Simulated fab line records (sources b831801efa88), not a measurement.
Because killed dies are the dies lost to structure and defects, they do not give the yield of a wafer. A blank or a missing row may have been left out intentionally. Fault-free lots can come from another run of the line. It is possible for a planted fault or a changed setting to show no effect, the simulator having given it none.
fab line records	flow sky130
record lots=6	wafers=18	last-day=50
route steps=708 shown POLY_CUT@318 SD_P@320 RES_XHIGH@332 SD_N@342 PAD_OPEN@708
lots with no fault: from the same line, run without faults
start-h: hours from the record's opening day to when the first of the lot's shown wafers began	wait-h: hours since the lot's step before	" as in the row above	L1.1+2: a single row standing in for several wafers	- no value present, or no start provided	* or withheld: withheld	< > ~ a bound
route shown NAME@n: NAME is a module with steps in the file, n the number in the route of the first one	usual: mean/standard deviation of fault-free wafers	same: alike in all rows	chamber/n: place in a boat	sites: the reading at each site	_std_site: standard deviation of those values	_edge_site: outer sites' mean less inner sites'	radius-mm: how far each site lies from the wafer's centre	mask NAME#n: copy n	behind: tool/chamber where the wafer was last shaped	hold: what put the lot on hold/how long, in hours/how the hold closed	device: the n, p or np transistor that did not switch	end of line: the route-end tests of the same wafers	step lacking rows: just its recipe	killed: not the wafer's yield, but the dies lost to structure and defects at the first sort	map: a wafer's dies, marking killed ones x, the rest . and places with no die _
set.NAME: the setting that was run; set.NAME@STEP: the one run at that earlier step	model.NAME: the simulator's own value behind a step, which no gauge read
certain route steps with their lots: each step a table, each wafer a row
services: when a tool's chamber went out of use (start-h, in hours from the record's first day, below 0 if earlier), for how many hours, and the reason
## steps
# step SKY_POLY_CUT_ETCH_11
# recipe target=Si3N4	chemistry=CF4/CH2F2/Ar	stop-on=poly-Si	source-w=600	bias-w=150	pressure-mtorr=40	cf4-flow-sccm=40	ch2f2-flow-sccm=20	Ar_flow_sccm=150	time-s=42.5	target-depth-a=600
# usual drypump-motor-current-A=5.7/0.42	oes-product-au=0.832/0.006	throttle-valve-pct=14.995/0.0092
lot.wafer	tool	chamber	start-h	wait-h	drypump-motor-current-A	oes-product-au	rf-hours-counter-h	throttle-valve-pct
L541.1	rie-diel-03	2	597.49	0.0	6.4	0.834	14	14.986
L541.5	"	3	"	"	6.5	0.827	-	14.983
L541.6	"	0	"	"	5.5	0.831	-	14.990
L540.1	rie-diel-02	1	598.19	0.0	5.7	0.835	19	15.006
L540.3	"	3	"	"	5.4	0.831	13	14.996
L540.4	"	2	"	"	5.8	0.829	68	15.001
L542.3	rie-diel-01	2	606.28	0.0	5.4	0.837	12	14.995
L542.5	"	3	"	"	4.9	0.827	-	15.000
L542.6	"	2	"	"	5.4	0.834	-	15.000
L545.1	rie-diel-01	0	639.59	0.0	5.9	0.831	1	15.010
L545.2	"	2	"	"	5.4	0.840	12	15.012
L545.3	"	1	"	"	6.1	0.835	8	14.992
L557.1	rie-diel-02	0	725.18	0.0	5.9	0.833	29	15.014
L557.2	"	2	"	"	5.8	0.833	2	14.996
L557.6	"	2	"	"	5.8	0.835	-	14.991
L556.1	rie-diel-03	1	725.89	0.0	5.9	0.834	13	15.008
L556.2	"	2	"	"	6.4	0.838	17	15.007
L556.4	"	1	"	"	5.8	0.829	-	15.000
# step SKY_POLY_CUT_STRIP_12
# recipe chemistry=O2/N2	power-w=1400	pressure-mtorr=1500	platen-temp-c=withheld	o2-flow-sccm=3000	n2-flow-sccm=300	overash-fraction=0.5
# usual drypump-motor-current-A=6.0/0.39	oes-product-au=0.453/0.0045	strip-time-to-endpoint-s=5.349/0.015
lot.wafer	tool	chamber	start-h	wait-h	drypump-motor-current-A	oes-product-au	rf-hours-counter-h	strip-time-to-endpoint-s
L541.1	plasma-asher-04	1	597.53	0.0	5.8	0.453	78	5.342
L541.5	"	1	"	"	5.8	0.447	-	5.337
L541.6	"	0	"	"	6.4	0.461	-	5.345
L540.1	plasma-asher-01	0	598.23	0.0	5.8	0.447	15	5.321
L540.3	"	1	"	"	6.0	0.457	-	5.336
L540.4	"	0	"	"	5.8	0.456	-	5.351
L542.3	plasma-asher-01	1	606.36	0.1	6.0	0.451	-	5.338
L542.5	"	0	"	"	5.8	0.451	-	5.331
L542.6	"	1	"	"	6.0	0.452	-	5.337
L545.1	plasma-asher-01	1	639.63	0.0	6.0	0.451	20	5.358
L545.2	"	0	"	"	5.8	0.455	20	5.355
L545.3	"	1	"	"	6.0	0.455	-	5.365
L557.1	plasma-asher-03	0	725.22	0.0	6.6	0.458	99	5.345
L557.2	"	1	"	"	5.5	0.452	99	5.326
L557.6	"	0	"	"	6.6	0.457	-	5.342
L556.1	plasma-asher-01	1	725.93	0.0	5.9	0.449	28	5.370
L556.2	"	0	"	"	5.8	0.451	28	5.332
L556.4	"	0	"	"	5.8	0.457	-	5.341
# step SKY_SD_P_DEHYDRATE_00
# recipe temp-c=200	time-s=60
# step SKY_SD_P_HMDS_01
# recipe prime-time-s=60	prime-temp-c=120
# step SKY_SD_P_COAT_02
# recipe resist=NOVOLAK	spin-rpm=3000	resist-thk-nm=1140
# step SKY_SD_P_SOFTBAKE_03
# recipe temp-c=90	time-s=60	resist=NOVOLAK
# step SKY_SD_P_EXPOSE_04
# recipe mask-id=PSDM	na=0.6	source-shape=conventional	sigma-outer=0.6	polarization=unpolarized	target-cd-nm=380	dose-mj=138
# step SKY_SD_P_PEB_05
# recipe temp-c=withheld	time-s=*	resist=NOVOLAK
# step SKY_SD_P_DEVELOP_06
# recipe resist=NOVOLAK	developer=TMAH	develop-time-s=60	dev-temp-c=23
# step SKY_SD_P_CD_MEAS_07
# recipe target-cd-nm=380
# usual cd-nm=379.2/2.6
lot.wafer	tool	chamber	start-h	wait-h	cd-nm
L541.1	cd-sem-01	-	626.67	0.1	380.5
L541.5	"	-	"	"	381.9
L541.6	"	-	"	"	380.6
L540.1	cd-sem-02	-	627.92	0.1	377.6
L540.3	"	-	"	"	377.7
L540.4	"	-	"	"	378.2
L542.3	cd-sem-01	-	635.98	0.1	381.5
L542.5	"	-	"	"	382.1
L542.6	"	-	"	"	384.9
L545.1	cd-sem-01	-	668.74	0.1	380.2
L545.2	"	-	"	"	379.2
L545.3	"	-	"	"	379.7
L557.1	cd-sem-02	-	752.21	0.1	380.9
L557.2	"	-	"	"	379.9
L557.6	"	-	"	"	380.4
L556.1	cd-sem-01	-	753.42	0.1	378.4
L556.2	"	-	"	"	378.4
L556.4	"	-	"	"	378.3
# step SKY_SD_P_OVL_MEAS_08
# usual SD_P_OVL=-0.5/1.3
lot.wafer	tool	chamber	start-h	wait-h	SD_P_OVL[nm]
L541.1	overlay-02	-	626.79	0.1	-0.3
L541.5	"	-	"	"	-0.8
L541.6	"	-	"	"	-1.9
L540.1	overlay-02	-	628.04	0.1	1.1
L540.3	"	-	"	"	2.0
L540.4	"	-	"	"	1.6
L542.3	overlay-02	-	636.07	0.1	-2.1
L542.5	"	-	"	"	-2.0
L542.6	"	-	"	"	-2.7
L545.1	overlay-01	-	668.86	0.1	0.3
L545.2	"	-	"	"	-1.0
L545.3	"	-	"	"	-0.1
L557.1	overlay-02	-	752.33	0.1	1.2
L557.2	"	-	"	"	2.1
L557.6	"	-	"	"	-0.2
L556.1	overlay-02	-	753.54	0.1	-0.5
L556.2	"	-	"	"	-1.8
L556.4	"	-	"	"	-0.2
# step SKY_SD_P_IMPLANT_09
# recipe species=BF2	energy-kev=20	dose-cm2=3e+15	tilt-deg=0
# step SKY_SD_P_STRIP_10
# recipe chemistry=O2/N2	power-w=1400	pressure-mtorr=1500	platen-temp-c=withheld	o2-flow-sccm=3000	n2-flow-sccm=300	overash-fraction=0.5
# usual drypump-motor-current-A=6.0/0.42	oes-product-au=0.618/0.0046	strip-time-to-endpoint-s=17.50/0.038
lot.wafer	tool	chamber	start-h	wait-h	drypump-motor-current-A	oes-product-au	rf-hours-counter-h	strip-time-to-endpoint-s
L541.1	plasma-asher-02	1	626.97	0.1	5.8	0.625	51	17.44
L541.5	"	1	"	"	5.8	0.621	-	17.47
L541.6	"	0	"	"	6.3	0.620	-	17.47
L540.1	plasma-asher-04	1	628.22	0.1	5.8	0.620	81	17.55
L540.3	"	1	"	"	5.8	0.623	-	17.52
L540.4	"	0	"	"	6.4	0.618	-	17.52
L542.3	plasma-asher-03	0	636.28	0.1	6.6	0.616	-	17.48
L542.5	"	0	"	"	6.6	0.621	-	17.47
L542.6	"	1	"	"	5.5	0.620	-	17.47
L545.1	plasma-asher-02	1	669.04	0.1	5.8	0.611	56	17.52
L545.2	"	0	"	"	6.3	0.627	56	17.52
L545.3	"	1	"	"	5.8	0.618	-	17.54
L557.1	plasma-asher-03	0	752.51	0.1	6.5	0.617	1	17.49
L557.2	"	1	"	"	5.5	0.616	1	17.51
L557.6	"	1	"	"	5.4	0.616	-	17.49
L556.1	plasma-asher-03	0	753.72	0.1	6.6	0.620	1	17.54
L556.2	"	1	"	"	5.5	0.613	1	17.49
L556.4	"	0	"	"	6.6	0.615	-	17.54
# step SKY_SD_P_TW_MEAS_11
# usual SD_P_TW=2815/38
lot.wafer	tool	chamber	start-h	wait-h	SD_P_TW
L541.1	film-metro-03	-	627.07	0.1	2747
L541.5	"	-	"	"	2775
L541.6	"	-	"	"	2765
L540.1	film-metro-02	-	628.32	0.1	2839
L540.3	"	-	"	"	2863
L540.4	"	-	"	"	2869
L542.3	film-metro-03	-	636.36	0.1	2782
L542.5	"	-	"	"	2771
L542.6	"	-	"	"	2767
L545.1	film-metro-02	-	669.14	0.1	2846
L545.2	"	-	"	"	2856
L545.3	"	-	"	"	2853
L557.1	film-metro-04	-	752.61	0.1	2762
L557.2	"	-	"	"	2788
L557.6	"	-	"	"	2780
L556.1	film-metro-02	-	753.82	0.1	2873
L556.2	"	-	"	"	2851
L556.4	"	-	"	"	2863
# step SKY_RES_XHIGH_DEHYDRATE_00
# recipe temp-c=200	time-s=60
# step SKY_RES_XHIGH_HMDS_01
# recipe prime-time-s=60	prime-temp-c=120
# step SKY_RES_XHIGH_COAT_02
# recipe resist=NOVOLAK	spin-rpm=3000	resist-thk-nm=1140
# step SKY_RES_XHIGH_SOFTBAKE_03
# recipe temp-c=90	time-s=60	resist=NOVOLAK
# step SKY_RES_XHIGH_EXPOSE_04
# recipe mask-id=URPM	na=0.6	source-shape=conventional	sigma-outer=0.6	polarization=unpolarized	target-cd-nm=1270	dose-mj=140
# step SKY_RES_XHIGH_PEB_05
# recipe temp-c=withheld	time-s=*	resist=NOVOLAK
# step SKY_RES_XHIGH_DEVELOP_06
# recipe resist=NOVOLAK	developer=TMAH	develop-time-s=60	dev-temp-c=23
# step SKY_RES_XHIGH_IMPLANT_07
# recipe species=BF2	energy-kev=20.2	dose-cm2=3.6e+14	tilt-deg=0
# step SKY_RES_XHIGH_STRIP_08
# recipe chemistry=O2/N2	power-w=1400	pressure-mtorr=1500	platen-temp-c=withheld	o2-flow-sccm=3000	n2-flow-sccm=300	overash-fraction=0.5
# usual drypump-motor-current-A=6.0/0.34	oes-product-au=0.710/0.0046	strip-time-to-endpoint-s=14.27/0.033
lot.wafer	tool	chamber	start-h	wait-h	drypump-motor-current-A	oes-product-au	rf-hours-counter-h	strip-time-to-endpoint-s
L541.1	plasma-asher-01	0	656.02	0.1	5.8	0.717	21	14.23
L541.5	"	0	"	"	5.8	0.710	-	14.20
L541.6	"	1	"	"	6.0	0.706	-	14.25
L540.1	plasma-asher-01	1	657.27	0.1	6.0	0.716	21	14.24
L540.3	"	0	"	"	5.8	0.706	-	14.25
L540.4	"	1	"	"	6.0	0.704	-	14.26
L542.3	plasma-asher-01	1	664.27	0.1	6.0	0.708	-	14.31
L542.5	"	0	"	"	5.8	0.716	-	14.30
L542.6	"	1	"	"	6.0	0.725	-	14.24
L545.1	plasma-asher-02	1	697.58	0.1	5.8	0.704	58	14.29
L545.2	"	0	"	"	6.4	0.718	58	14.28
L545.3	"	1	"	"	5.8	0.705	-	14.30
L557.1	plasma-asher-02	1	778.77	0.1	5.8	0.709	67	14.31
L557.2	"	0	"	"	6.3	0.708	67	14.33
L557.6	"	0	"	"	6.3	0.712	-	14.27
L556.1	plasma-asher-02	0	780.84	0.1	6.4	0.708	67	14.27
L556.2	"	1	"	"	5.8	0.706	67	14.29
L556.4	"	0	"	"	6.3	0.705	-	14.30
# step SKY_RES_XHIGH_TW_MEAS_09
# usual RES_XHIGH_TW=1633/20
lot.wafer	tool	chamber	start-h	wait-h	RES_XHIGH_TW
L541.1	film-metro-03	-	656.12	0.1	1621
L541.5	"	-	"	"	1617
L541.6	"	-	"	"	1613
L540.1	film-metro-04	-	657.37	0.1	1618
L540.3	"	-	"	"	1613
L540.4	"	-	"	"	1620
L542.3	film-metro-03	-	664.36	0.1	1615
L542.5	"	-	"	"	1618
L542.6	"	-	"	"	1605
L545.1	film-metro-03	-	697.68	0.1	1621
L545.2	"	-	"	"	1622
L545.3	"	-	"	"	1619
L557.1	film-metro-02	-	778.87	0.1	1651
L557.2	"	-	"	"	1649
L557.6	"	-	"	"	1644
L556.1	film-metro-04	-	780.94	0.1	1618
L556.2	"	-	"	"	1615
L556.4	"	-	"	"	1620
# step SKY_SD_N_DEHYDRATE_00
# recipe temp-c=200	time-s=60
# step SKY_SD_N_HMDS_01
# recipe prime-time-s=60	prime-temp-c=120
# step SKY_SD_N_COAT_02
# recipe resist=NOVOLAK	spin-rpm=3000	resist-thk-nm=1140
# step SKY_SD_N_SOFTBAKE_03
# recipe temp-c=90	time-s=60	resist=NOVOLAK
# step SKY_SD_N_EXPOSE_04
# recipe mask-id=NSDM	na=0.6	source-shape=conventional	sigma-outer=0.6	polarization=unpolarized	target-cd-nm=380	dose-mj=141
# step SKY_SD_N_PEB_05
# recipe temp-c=withheld	time-s=*	resist=NOVOLAK
# step SKY_SD_N_DEVELOP_06
# recipe resist=NOVOLAK	developer=TMAH	develop-time-s=60	dev-temp-c=23
# step SKY_SD_N_CD_MEAS_07
# recipe target-cd-nm=380
# usual cd-nm=380.2/2.1
lot.wafer	tool	chamber	start-h	wait-h	cd-nm
L541.1	cd-sem-01	-	685.04	0.1	381.2
L541.5	"	-	"	"	382.8
L541.6	"	-	"	"	382.0
L540.1	cd-sem-02	-	685.57	0.1	381.6
L540.3	"	-	"	"	381.8
L540.4	"	-	"	"	382.0
L542.3	cd-sem-02	-	692.18	0.1	380.3
L542.5	"	-	"	"	378.5
L542.6	"	-	"	"	381.0
L545.1	cd-sem-02	-	725.58	0.1	379.7
L545.2	"	-	"	"	380.0
L545.3	"	-	"	"	379.2
L557.1	cd-sem-02	-	805.87	0.1	382.4
L557.2	"	-	"	"	382.2
L557.6	"	-	"	"	380.2
L556.1	cd-sem-01	-	806.89	0.1	379.7
L556.2	"	-	"	"	377.4
L556.4	"	-	"	"	377.9
# step SKY_SD_N_OVL_MEAS_08
# usual SD_N_OVL=1.9/1.3
lot.wafer	tool	chamber	start-h	wait-h	SD_N_OVL[nm]
L541.1	overlay-02	-	685.16	0.1	3.2
L541.5	"	-	"	"	3.1
L541.6	"	-	"	"	1.4
L540.1	overlay-02	-	685.69	0.1	0.6
L540.3	"	-	"	"	0.8
L540.4	"	-	"	"	0.2
L542.3	overlay-01	-	692.27	0.1	1.1
L542.5	"	-	"	"	2.2
L542.6	"	-	"	"	1.7
L545.1	overlay-02	-	725.70	0.1	1.2
L545.2	"	-	"	"	2.2
L545.3	"	-	"	"	1.9
L557.1	overlay-02	-	805.99	0.1	2.2
L557.2	"	-	"	"	2.3
L557.6	"	-	"	"	2.1
L556.1	overlay-02	-	807.01	0.1	1.8
L556.2	"	-	"	"	2.0
L556.4	"	-	"	"	1.9
# step SKY_SD_N_IMPLANT_09
# recipe species=As	energy-kev=50	dose-cm2=4e+15	tilt-deg=0
# step SKY_SD_N_IMPLANT_10
# recipe species=P	energy-kev=20	dose-cm2=1e+14	tilt-deg=0
# step SKY_SD_N_STRIP_11
# recipe chemistry=O2/N2	power-w=1400	pressure-mtorr=1500	platen-temp-c=withheld	o2-flow-sccm=3000	n2-flow-sccm=300	overash-fraction=0.5
# usual drypump-motor-current-A=6.03/0.25	oes-product-au=0.527/0.0045	strip-time-to-endpoint-s=22.53/0.042
lot.wafer	tool	chamber	start-h	wait-h	drypump-motor-current-A	oes-product-au	rf-hours-counter-h	strip-time-to-endpoint-s
L541.1	plasma-asher-04	1	685.49	0.1	5.77	0.525	86	22.55
L541.5	"	1	"	"	5.77	0.527	-	22.52
L541.6	"	0	"	"	6.39	0.536	-	22.52
L540.1	plasma-asher-04	1	686.02	0.1	5.79	0.524	86	22.58
L540.3	"	0	"	"	6.34	0.524	-	22.53
L540.4	"	1	"	"	5.79	0.524	-	22.53
L542.3	plasma-asher-01	1	692.63	0.1	5.97	0.525	-	22.48
L542.5	"	1	"	"	5.95	0.534	-	22.45
L542.6	"	0	"	"	5.81	0.527	-	22.45
L545.1	plasma-asher-02	0	726.04	0.1	6.31	0.522	61	22.57
L545.2	"	1	"	"	5.81	0.524	61	22.59
L545.3	"	0	"	"	6.36	0.525	-	22.65
L557.1	plasma-asher-04	1	806.32	0.1	5.79	0.525	99	22.46
L557.2	"	0	"	"	6.40	0.527	99	22.45
L557.6	"	1	"	"	5.79	0.521	-	22.53
L556.1	plasma-asher-01	1	807.34	0.1	5.98	0.523	35	22.54
L556.2	"	0	"	"	5.81	0.524	35	22.55
L556.4	"	1	"	"	6.00	0.526	-	22.55
# step SKY_SD_N_TW_MEAS_12
# usual SD_N_TW=3964/45
lot.wafer	tool	chamber	start-h	wait-h	SD_N_TW
L541.1	film-metro-04	-	685.59	0.1	3936
L541.5	"	-	"	"	3933
L541.6	"	-	"	"	3957
L540.1	film-metro-04	-	686.12	0.1	3935
L540.3	"	-	"	"	3925
L540.4	"	-	"	"	3930
L542.3	film-metro-04	-	692.71	0.1	3952
L542.5	"	-	"	"	3946
L542.6	"	-	"	"	3939
L545.1	film-metro-03	-	726.14	0.1	3921
L545.2	"	-	"	"	3949
L545.3	"	-	"	"	3947
L557.1	film-metro-03	-	806.42	0.1	3922
L557.2	"	-	"	"	3939
L557.6	"	-	"	"	3935
L556.1	film-metro-02	-	807.44	0.1	4027
L556.2	"	-	"	"	4027
L556.4	"	-	"	"	4023
# step SKY_SD_N_CLEAN_13
# recipe chemistry=SC1/SC2	mix=1:4:20	temp-c=70	time-s=150	dry=n2-spin
# step SKY_SD_N_RTA_14
# recipe temp-c=1075	time-s=2	idle-temp-c=650	ramp-up-c-per-s=150	ramp-down-c-per-s=90	ambient=N2
# usual lamp-power-pct=15.74/0.052	wafer_temp_C_max=1078.1/1.2
lot.wafer	tool	chamber	start-h	wait-h	lamp-power-pct	wafer_temp_C_max
L541.1	rtp-anneal-02	0	685.70	0.0	15.70	1077.6
L541.5	"	0	"	"	15.79	1076.6
L541.6	"	0	"	"	15.75	1078.1
L540.1	rtp-anneal-01	0	686.23	0.0	15.77	1076.7
L540.3	"	0	"	"	15.68	1078.6
L540.4	"	0	"	"	15.66	1078.3
L542.3	rtp-anneal-02	0	692.83	0.0	15.77	1079.1
L542.5	"	0	"	"	15.76	1078.5
L542.6	"	0	"	"	15.73	1079.4
L545.1	rtp-anneal-02	0	726.25	0.0	15.76	1077.2
L545.2	"	0	"	"	15.80	1077.6
L545.3	"	0	"	"	15.72	1077.5
L557.1	rtp-anneal-02	0	806.53	0.0	15.63	1078.0
L557.2	"	0	"	"	15.72	1079.9
L557.6	"	0	"	"	15.73	1076.9
L556.1	rtp-anneal-01	0	807.55	0.0	15.67	1076.7
L556.2	"	0	"	"	15.72	1077.6
L556.4	"	0	"	"	15.76	1078.3
# step SKY_SD_N_RS_MEAS_16
# recipe thk-meas-gauge=four-point-probe
# usual SD_N_RS=68.59/0.12
lot.wafer	tool	chamber	start-h	wait-h	SD_N_RS[ohm/sq]
L541.1	film-metro-02	-	685.88	0.1	68.65
L541.5	"	-	"	"	68.59
L541.6	"	-	"	"	68.58
L540.1	film-metro-03	-	686.41	0.1	68.44
L540.3	"	-	"	"	68.40
L540.4	"	-	"	"	68.41
L542.3	film-metro-02	-	693.02	0.1	68.55
L542.5	"	-	"	"	68.49
L542.6	"	-	"	"	68.60
L545.1	film-metro-02	-	726.42	0.1	68.54
L545.2	"	-	"	"	68.23
L545.3	"	-	"	"	68.49
L557.1	film-metro-02	-	806.71	0.1	68.76
L557.2	"	-	"	"	68.67
L557.6	"	-	"	"	68.55
L556.1	film-metro-02	-	807.73	0.1	68.55
L556.2	"	-	"	"	68.51
L556.4	"	-	"	"	68.44
# step SKY_SD_N_RS_MEAS_17
# recipe thk-meas-gauge=four-point-probe
# usual SD_P_RS=147.1/0.4
lot.wafer	tool	chamber	start-h	wait-h	SD_P_RS[ohm/sq]
L541.1	film-metro-02	-	686.00	0.1	147.7
L541.5	"	-	"	"	147.1
L541.6	"	-	"	"	147.3
L540.1	film-metro-03	-	686.53	0.1	146.7
L540.3	"	-	"	"	146.9
L540.4	"	-	"	"	147.1
L542.3	film-metro-02	-	693.14	0.1	147.2
L542.5	"	-	"	"	146.8
L542.6	"	-	"	"	147.1
L545.1	film-metro-02	-	726.54	0.1	146.8
L545.2	"	-	"	"	146.5
L545.3	"	-	"	"	146.2
L557.1	film-metro-02	-	806.83	0.1	147.2
L557.2	"	-	"	"	147.1
L557.6	"	-	"	"	146.5
L556.1	film-metro-02	-	807.85	0.1	147.0
L556.2	"	-	"	"	146.8
L556.4	"	-	"	"	146.6
# step SKY_PAD_OPEN_PROBE_99
# usual killed_at_M0_to_M3=43/6.8	killed_at_M4_up=3.1/1.8	killed-at-contacts=25/5.8	killed-at-front-end=15/4.2	killed-at-other=0.3/0.5	killed-dies=87/9.7	killed-on-rim=17/4.1	killed-open=47/7.3	killed-short=39/6.6
# same gross-dies=492	killed-at-back-side=0
lot.wafer	tool	chamber	start-h	wait-h	killed_at_M0_to_M3	killed_at_M4_up	killed-at-contacts	killed-at-front-end	killed-at-other	killed-dies	killed-on-rim	killed-open	killed-short
L542.3	prober-01	-	1110.24	0.2	36	6	34	15	0	91	19	49	42
L542.5	prober-01	-	1110.34	0.2	30	2	36	14	1	83	18	52	31
L542.6	prober-01	-	1110.39	0.2	44	4	15	15	0	78	25	44	34
L545.1	prober-01	-	1133.60	0.1	36	2	29	11	0	78	13	43	35
L545.2	prober-01	-	1133.65	0.1	44	1	30	14	0	89	21	56	33
L545.3	prober-01	-	1133.70	0.2	42	3	28	22	0	95	20	56	39
L557.1	prober-01	-	1188.04	0.1	35	2	22	71	0	130	12	38	32
L557.2	prober-01	-	1188.09	0.1	45	4	24	67	0	140	24	51	36
L557.6	prober-01	-	1188.29	0.2	40	3	15	72	0	130	29	40	37
L556.1	prober-02	-	1189.90	0.1	44	3	25	66	0	138	23	50	31
L556.2	prober-02	-	1189.95	0.1	50	3	20	64	0	137	28	48	41
L556.4	prober-02	-	1190.05	0.2	34	5	17	76	2	134	18	43	36
# killed by level:class
L542.3 CONTACT:geometric-particle:open=13 LI_CONTACT:geometric-particle:open=9 VIA1:geometric-particle:open=7 VIA1:geometric-particle:short=6 CONTACT:geometric-particle:short=6 VIA2:geometric-particle:open=6 METAL2:geometric-particle:short=5 LI_CONTACT:geometric-particle:short=5
L542.5 CONTACT:geometric-particle:open=18 LI_CONTACT:geometric-particle:open=7 POLY_GATE:geometric-particle:open=6 CONTACT:geometric-particle:short=6 VIA2:geometric-particle:open=6 METAL3:geometric-particle:short=5 VIA1:geometric-particle:short=5 VIA3:geometric-particle:open=4
L542.6 VIA1:geometric-particle:open=14 VIA1:geometric-particle:short=7 CONTACT:geometric-particle:open=6 POLY_GATE:geometric-particle:short=5 METAL2:geometric-particle:short=5 VIA2:geometric-particle:open=5 VIA3:geometric-particle:open=5 FIELD_ISO:geometric-particle:open=4
L545.1 CONTACT:geometric-particle:open=14 VIA2:geometric-particle:open=7 METAL2:geometric-particle:short=6 LI_CONTACT:geometric-particle:open=5 CONTACT:geometric-particle:short=5 VIA1:geometric-particle:open=4 POLY_GATE:geometric-particle:short=3 POLY_CUT:geometric-particle:open=3
L545.2 CONTACT:geometric-particle:open=13 VIA3:geometric-particle:open=10 LI_CONTACT:geometric-particle:open=8 VIA2:geometric-particle:open=7 VIA2:geometric-particle:short=6 VIA1:geometric-particle:open=5 POLY_GATE:geometric-particle:open=4 CONTACT:geometric-particle:short=4
L545.3 CONTACT:geometric-particle:open=10 VIA1:geometric-particle:open=9 METAL2:geometric-particle:short=8 LI_CONTACT:geometric-particle:open=7 VIA3:geometric-particle:open=7 POLY_GATE:geometric-particle:open=6 FIELD_ISO:geometric-particle:short=5 VIA2:geometric-particle:open=5
L557.1 SD_P:unspecified=60 CONTACT:geometric-particle:open=11 FIELD_ISO:geometric-particle:open=6 VIA1:geometric-particle:short=5 VIA1:geometric-particle:open=5 VIA2:geometric-particle:open=5 LOCAL_INTERCONNECT:geometric-particle:short=4 METAL3:geometric-particle:short=4
L557.2 SD_P:unspecified=53 CONTACT:geometric-particle:open=11 VIA1:geometric-particle:open=11 VIA3:geometric-particle:open=8 FIELD_ISO:geometric-particle:short=6 LOCAL_INTERCONNECT:geometric-particle:short=6 FIELD_ISO:geometric-particle:open=5 LI_CONTACT:geometric-particle:open=5
L557.6 SD_P:unspecified=53 VIA1:geometric-particle:open=13 FIELD_ISO:geometric-particle:short=7 VIA2:geometric-particle:open=7 CONTACT:geometric-particle:short=6 METAL2:geometric-particle:short=5 FIELD_ISO:geometric-particle:open=4 POLY_GATE:geometric-particle:open=4
L556.1 SD_P:unspecified=57 CONTACT:geometric-particle:open=11 VIA1:geometric-particle:open=10 METAL1:geometric-particle:short=9 METAL2:geometric-particle:short=6 VIA3:geometric-particle:open=6 LOCAL_INTERCONNECT:geometric-particle:short=5 FIELD_ISO:geometric-particle:open=4
L556.2 SD_P:unspecified=48 VIA1:geometric-particle:open=13 METAL2:geometric-particle:short=8 METAL1:geometric-particle:short=7 VIA3:geometric-particle:open=7 LI_CONTACT:geometric-particle:open=6 POLY_GATE:geometric-particle:open=5 CONTACT:geometric-particle:open=5
L556.4 SD_P:unspecified=55 VIA1:geometric-particle:open=9 FIELD_ISO:geometric-particle:short=6 POLY_GATE:geometric-particle:open=6 CONTACT:geometric-particle:open=6 VIA3:geometric-particle:open=6 LI_CONTACT:geometric-particle:open=5 FIELD_ISO:geometric-particle:open=4
# map L556.1 (x killed, . not)
__________..x.xx..x._________
________x............x_______
______...x............x._____
_____...x.........xx.....____
____..x.xx..............x.___
___x.xx.......xxxx........x__
__...x...x...xxxx.x.....x..._
_........xxxxxxxxx....x....xx
_.........xxxxxxxxxx........x
_.....x....xxxxxxxx....x...x.
_......x...xxxxxxxxx.x..xx...
_xxx...x..xxxxxxxxx..........
_x........xxxxxxxxxx.........
_............xx..............
_........x..xx...xx.x.....xx.
__..x......x.x.......x......_
___....x...x.....x........x__
____....x........xx...x.xx___
_____x.......x.x.x.x....x____
______.......x.x.....x.._____
________.......xx....._______
__________x........._________
# map L557.2 (x killed, . not)
__________.........._________
________........x....x_______
______.........x..x....._____
_____x..xx....x......xxx.____
____.x......xx.xx..x..xxxx___
___..x...x........x.xxxxxxx__
__...........xx.....xxxxxxxx_
_..........x..xx..x.xxxxxxxxx
_x..xxx..xxxx.......xxxxxxxxx
_....xx.......x...x..xxxxxxxx
_......x..x.......xx.x..xx.xx
_..........x....x..x..x.x....
_...x.x....x...xx.x.x....x...
_x....x...........x.xx.......
_..x.xx.xxx...............x.x
__.....x.xx..x.......xx....._
___...x......x..........x..__
____....x................x___
_____....................____
______x.....x..x..x.x..._____
________...x.....x...._______
__________.x.xx....x_________
## services
tool	chamber	start-h	hours	kind
rie-diel-02	0	579.77	1.2	repair
rie-diel-03	1	584.00	3.7	repair
rie-diel-02	0	602.26	2.3	repair
rie-diel-03	3	626.52	2.3	repair
rie-diel-02	1	629.49	3.1	repair
plasma-asher-03	-	649.88	4.2	repair
rie-diel-01	1	676.35	7.5	repair
plasma-asher-02	-	688.67	2.8	pm
rie-diel-03	-	695.88	4.3	repair
rie-diel-03	2	698.08	3.5	repair
rie-diel-02	3	710.44	3.2	repair
rie-diel-01	0	716.09	1.3	repair
plasma-asher-01	-	732.68	15.6	pm
plasma-asher-03	-	733.75	9.0	pm
plasma-asher-03	0	733.75	9.0	vent-cycle
plasma-asher-03	-	747.62	4.1	repair
rie-diel-01	0	756.11	9.3	repair
plasma-asher-01	-	756.93	2.8	pm
rie-diel-01	3	756.96	1.9	repair
rtp-anneal-02	-	758.50	0.8	pm
rie-diel-01	-	786.51	1.4	repair
plasma-asher-04	-	787.98	3.2	repair
rtp-anneal-02	-	788.74	6.7	pm
rie-diel-02	3	790.15	6.4	repair
## key
first-sign step=SKY_PAD_OPEN_PROBE_99	reading=killed-at-front-end	direction=up	sigmas=13	usual=15	struck=69
effect step=SKY_PAD_OPEN_PROBE_99	reading=killed-dies	direction=up	sigmas=5	usual=87	struck=135
met-at SKY_SD_P_STRIP_10
struck-wafers L556.1,L556.2,L556.4,L557.1,L557.2,L557.6
tester-left-out L556,L557
onset-between 636.28 752.51
also-fits time
fault kind=chamber-particle-source	tool=plasma-asher-03	chamber=-	onset-h=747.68	steps=SKY_SD_P_STRIP_10	rate-per-visit-cm2=1.053	end-h=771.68
# tester-left-out: of these lots the tester's yield and bins aren't shown, on N5 and GAA mostly nor the transistor test; their killed dies are dies lost to structure and defects alone, not to doping, threshold or leakage, so they don't give the yield
